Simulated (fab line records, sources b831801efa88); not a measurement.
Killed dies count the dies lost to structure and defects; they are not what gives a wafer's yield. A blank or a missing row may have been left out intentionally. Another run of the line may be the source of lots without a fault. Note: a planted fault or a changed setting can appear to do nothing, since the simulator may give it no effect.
A sampling plan put to the test || flow sky130 || each of the 22 faults these records tell of, on one fab line, judged from the records of the lots it struck
The plan is the line's own looks: the steps of the route at which a gauge or an inspection reads the wafer and doesn't change it. Where struck wafers have a number at a look and the file lists that look's usual mean and standard deviation on fault-free wafers, the look can be judged. Caught: 4 or more of those standard deviations (sigma) separate the usual mean from the mean of the struck wafers at a look after the fault's first step. On the tool: the same test on the tool's own readings at the fault's steps. A different recipe on the struck wafers counts as caught too, as does a record blank only for those wafers.

## THE FAULTS, as the simulator had put them in
1. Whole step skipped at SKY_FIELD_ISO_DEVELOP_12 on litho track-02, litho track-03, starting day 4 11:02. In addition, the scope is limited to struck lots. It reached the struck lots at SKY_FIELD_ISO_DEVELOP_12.
2. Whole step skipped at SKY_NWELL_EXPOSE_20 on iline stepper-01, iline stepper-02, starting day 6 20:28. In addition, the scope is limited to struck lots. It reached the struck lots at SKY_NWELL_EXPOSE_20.
3. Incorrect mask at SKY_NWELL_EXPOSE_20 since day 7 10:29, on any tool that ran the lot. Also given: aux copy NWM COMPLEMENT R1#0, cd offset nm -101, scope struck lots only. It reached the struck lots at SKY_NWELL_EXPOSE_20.
4. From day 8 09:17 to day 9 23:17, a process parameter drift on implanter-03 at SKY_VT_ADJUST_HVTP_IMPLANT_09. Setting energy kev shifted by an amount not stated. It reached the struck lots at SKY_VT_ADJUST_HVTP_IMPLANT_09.
5. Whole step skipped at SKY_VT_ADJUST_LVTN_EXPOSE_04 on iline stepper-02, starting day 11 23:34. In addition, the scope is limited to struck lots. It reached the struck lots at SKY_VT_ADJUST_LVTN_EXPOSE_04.
6. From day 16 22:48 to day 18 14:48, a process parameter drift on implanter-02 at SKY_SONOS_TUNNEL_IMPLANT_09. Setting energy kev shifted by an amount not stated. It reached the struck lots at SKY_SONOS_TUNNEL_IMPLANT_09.
7. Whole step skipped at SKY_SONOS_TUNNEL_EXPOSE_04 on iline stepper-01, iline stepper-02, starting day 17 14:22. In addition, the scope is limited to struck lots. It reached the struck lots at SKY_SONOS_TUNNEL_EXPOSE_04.
8. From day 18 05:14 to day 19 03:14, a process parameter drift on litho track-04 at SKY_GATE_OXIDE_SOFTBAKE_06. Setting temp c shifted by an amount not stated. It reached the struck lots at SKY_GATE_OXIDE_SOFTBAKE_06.
9. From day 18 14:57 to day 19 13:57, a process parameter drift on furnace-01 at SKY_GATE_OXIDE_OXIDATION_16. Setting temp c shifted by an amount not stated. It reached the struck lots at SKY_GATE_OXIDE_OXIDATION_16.
10. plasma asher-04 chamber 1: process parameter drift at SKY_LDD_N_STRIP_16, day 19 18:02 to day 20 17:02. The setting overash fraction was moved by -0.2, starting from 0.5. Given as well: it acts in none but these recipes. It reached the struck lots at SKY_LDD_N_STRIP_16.
11. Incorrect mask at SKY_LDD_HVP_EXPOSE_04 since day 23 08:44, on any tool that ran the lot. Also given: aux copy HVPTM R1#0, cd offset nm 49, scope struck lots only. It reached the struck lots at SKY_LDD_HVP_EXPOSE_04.
12. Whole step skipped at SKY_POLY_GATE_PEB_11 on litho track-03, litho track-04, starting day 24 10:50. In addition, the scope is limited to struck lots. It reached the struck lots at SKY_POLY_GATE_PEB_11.
13. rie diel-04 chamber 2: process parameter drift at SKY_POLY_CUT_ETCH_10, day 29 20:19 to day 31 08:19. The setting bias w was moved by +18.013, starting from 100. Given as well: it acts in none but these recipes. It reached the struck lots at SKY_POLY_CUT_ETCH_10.
14. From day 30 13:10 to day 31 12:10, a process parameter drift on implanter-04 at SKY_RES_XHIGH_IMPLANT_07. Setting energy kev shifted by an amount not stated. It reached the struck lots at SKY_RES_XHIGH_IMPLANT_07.
15. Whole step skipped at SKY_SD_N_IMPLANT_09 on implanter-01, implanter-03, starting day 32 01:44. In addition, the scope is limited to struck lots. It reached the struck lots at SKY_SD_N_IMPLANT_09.
16. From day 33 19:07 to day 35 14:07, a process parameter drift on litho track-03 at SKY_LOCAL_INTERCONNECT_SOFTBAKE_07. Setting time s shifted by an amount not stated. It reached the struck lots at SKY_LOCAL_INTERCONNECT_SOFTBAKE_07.
17. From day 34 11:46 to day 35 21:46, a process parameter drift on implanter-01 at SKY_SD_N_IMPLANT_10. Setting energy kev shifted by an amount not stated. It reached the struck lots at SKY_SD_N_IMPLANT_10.
18. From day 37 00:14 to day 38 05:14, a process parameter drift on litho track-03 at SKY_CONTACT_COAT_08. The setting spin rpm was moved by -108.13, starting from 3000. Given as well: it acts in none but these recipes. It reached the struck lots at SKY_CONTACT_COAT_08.
19. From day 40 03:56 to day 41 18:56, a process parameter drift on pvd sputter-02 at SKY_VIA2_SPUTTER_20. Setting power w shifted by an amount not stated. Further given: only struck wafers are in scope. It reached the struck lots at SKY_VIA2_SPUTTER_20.
20. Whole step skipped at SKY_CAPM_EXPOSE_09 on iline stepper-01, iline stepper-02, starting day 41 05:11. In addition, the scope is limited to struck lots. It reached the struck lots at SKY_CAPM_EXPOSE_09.
21. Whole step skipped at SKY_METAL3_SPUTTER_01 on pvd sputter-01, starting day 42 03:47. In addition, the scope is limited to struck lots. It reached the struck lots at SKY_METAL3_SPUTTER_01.
22. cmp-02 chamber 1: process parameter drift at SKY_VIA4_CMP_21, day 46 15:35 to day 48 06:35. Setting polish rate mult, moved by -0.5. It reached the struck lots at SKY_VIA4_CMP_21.

## WHAT THE PLAN SAW
{"fault": 1, "on the tool itself": "the tool's record is blank for the struck wafers", "first look that catches it": "no look after it can be judged", "reading, sigma": "-", "median hours from its first step to that look": "-", "hours from the fault's start to the first struck lot there": "-", "judged looks passed uncaught": 0}
{"fault": 2, "on the tool itself": "no reading that can be judged", "first look that catches it": "no look after it can be judged", "reading, sigma": "-", "median hours from its first step to that look": "-", "hours from the fault's start to the first struck lot there": "-", "judged looks passed uncaught": 0}
{"fault": 3, "on the tool itself": "under 2 sigma", "first look that catches it": "none of the 3 looks that can be judged after it", "reading, sigma": "-", "median hours from its first step to that look": "-", "hours from the fault's start to the first struck lot there": "-", "judged looks passed uncaught": 3}
{"fault": 4, "on the tool itself": "beam energy keV +99 or beyond sigma", "first look that catches it": "not the one look that can be judged after it", "reading, sigma": "-", "median hours from its first step to that look": "-", "hours from the fault's start to the first struck lot there": "-", "judged looks passed uncaught": 1}
{"fault": 5, "on the tool itself": "no reading that can be judged", "first look that catches it": "none of the 2 looks that can be judged after it", "reading, sigma": "-", "median hours from its first step to that look": "-", "hours from the fault's start to the first struck lot there": "-", "judged looks passed uncaught": 2}
{"fault": 6, "on the tool itself": "beam energy keV -99 or beyond sigma", "first look that catches it": "not the one look that can be judged after it", "reading, sigma": "-", "median hours from its first step to that look": "-", "hours from the fault's start to the first struck lot there": "-", "judged looks passed uncaught": 1}
{"fault": 7, "on the tool itself": "no reading that can be judged", "first look that catches it": "no look after it can be judged", "reading, sigma": "-", "median hours from its first step to that look": "-", "hours from the fault's start to the first struck lot there": "-", "judged looks passed uncaught": 0}
{"fault": 8, "on the tool itself": "heater power total W +31 sigma", "first look that catches it": "no look after it can be judged", "reading, sigma": "-", "median hours from its first step to that look": "-", "hours from the fault's start to the first struck lot there": "-", "judged looks passed uncaught": 0}
{"fault": 9, "on the tool itself": "tube center temp C -99 or beyond sigma", "first look that catches it": "none of the 2 looks that can be judged after it", "reading, sigma": "-", "median hours from its first step to that look": "-", "hours from the fault's start to the first struck lot there": "-", "judged looks passed uncaught": 2}
{"fault": 10, "on the tool itself": "under 2 sigma", "first look that catches it": "not the one look that can be judged after it", "reading, sigma": "-", "median hours from its first step to that look": "-", "hours from the fault's start to the first struck lot there": "-", "judged looks passed uncaught": 1}
{"fault": 11, "on the tool itself": "no reading that can be judged", "first look that catches it": "no look after it can be judged", "reading, sigma": "-", "median hours from its first step to that look": "-", "hours from the fault's start to the first struck lot there": "-", "judged looks passed uncaught": 0}
{"fault": 12, "on the tool itself": "no reading that can be judged", "first look that catches it": "no look after it can be judged", "reading, sigma": "-", "median hours from its first step to that look": "-", "hours from the fault's start to the first struck lot there": "-", "judged looks passed uncaught": 0}
{"fault": 13, "on the tool itself": "bias w +55 sigma", "first look that catches it": "no look after it can be judged", "reading, sigma": "-", "median hours from its first step to that look": "-", "hours from the fault's start to the first struck lot there": "-", "judged looks passed uncaught": 0}
{"fault": 14, "on the tool itself": "beam energy keV +99 or beyond sigma", "first look that catches it": "no look after it can be judged", "reading, sigma": "-", "median hours from its first step to that look": "-", "hours from the fault's start to the first struck lot there": "-", "judged looks passed uncaught": 0}
{"fault": 15, "on the tool itself": "the tool's record is blank for the struck wafers", "first look that catches it": "SKY_SD_N_TW_MEAS_12", "reading, sigma": "SD_N_TW -99 or beyond", "median hours from its first step to that look": 0.4, "hours from the fault's start to the first struck lot there": 8, "judged looks passed uncaught": 0}
{"fault": 16, "on the tool itself": "run length s -45 sigma", "first look that catches it": "not the one look that can be judged after it", "reading, sigma": "-", "median hours from its first step to that look": "-", "hours from the fault's start to the first struck lot there": "-", "judged looks passed uncaught": 1}
{"fault": 17, "on the tool itself": "beam energy keV -99 or beyond sigma", "first look that catches it": "none of the 2 looks that can be judged after it", "reading, sigma": "-", "median hours from its first step to that look": "-", "hours from the fault's start to the first struck lot there": "-", "judged looks passed uncaught": 2}
{"fault": 18, "on the tool itself": "spin speed rpm -59 sigma", "first look that catches it": "no look after it can be judged", "reading, sigma": "-", "median hours from its first step to that look": "-", "hours from the fault's start to the first struck lot there": "-", "judged looks passed uncaught": 0}
{"fault": 19, "on the tool itself": "cathode dc power W -99 or beyond sigma", "first look that catches it": "no look after it can be judged", "reading, sigma": "-", "median hours from its first step to that look": "-", "hours from the fault's start to the first struck lot there": "-", "judged looks passed uncaught": 0}
{"fault": 20, "on the tool itself": "no reading that can be judged", "first look that catches it": "no look after it can be judged", "reading, sigma": "-", "median hours from its first step to that look": "-", "hours from the fault's start to the first struck lot there": "-", "judged looks passed uncaught": 0}
{"fault": 21, "on the tool itself": "the tool's record is blank for the struck wafers", "first look that catches it": "no look after it can be judged", "reading, sigma": "-", "median hours from its first step to that look": "-", "hours from the fault's start to the first struck lot there": "-", "judged looks passed uncaught": 0}
{"fault": 22, "on the tool itself": "overpolish run s -99 or beyond sigma", "first look that catches it": "no look after it can be judged", "reading, sigma": "-", "median hours from its first step to that look": "-", "hours from the fault's start to the first struck lot there": "-", "judged looks passed uncaught": 0}
A dash: the fault is not caught, or the number is missing from these records.

Caught at a look: 1 of 22. Caught on the tool: 14 of 22. By one or the other: 14 of 22.
On the tool alone, faults 1, 4, 6, 8, 9, 13, 14, 16, 17, 18, 19, 21, 22 were caught.
Caught by neither: faults 2, 3, 5, 7, 10, 11, 12, 20.

## THINNER SAMPLING
In the worst case, this is how late the first struck lot would be measured if the look that catches a fault measured only every second or every third lot, by lot number:
{"fault": 15, "struck lots at that look, in order of time": "L235, L236, L237", "every lot": "8 h", "every second lot": "18 h", "every third lot": "18 h"}
Hours are from the fault's start to the first struck lot that is measured. 4 sigma limit: tested on the pooled struck wafers, so a lone lot may be under it. Other struck lots may not be in these records.

## THE LONGEST TIMED WAY FROM STEP TO LOOK
Fault 15: a median of 0.4 hours passes between SKY_SD_N_IMPLANT_09 and SKY_SD_N_TW_MEAS_12. No look between them can be judged.
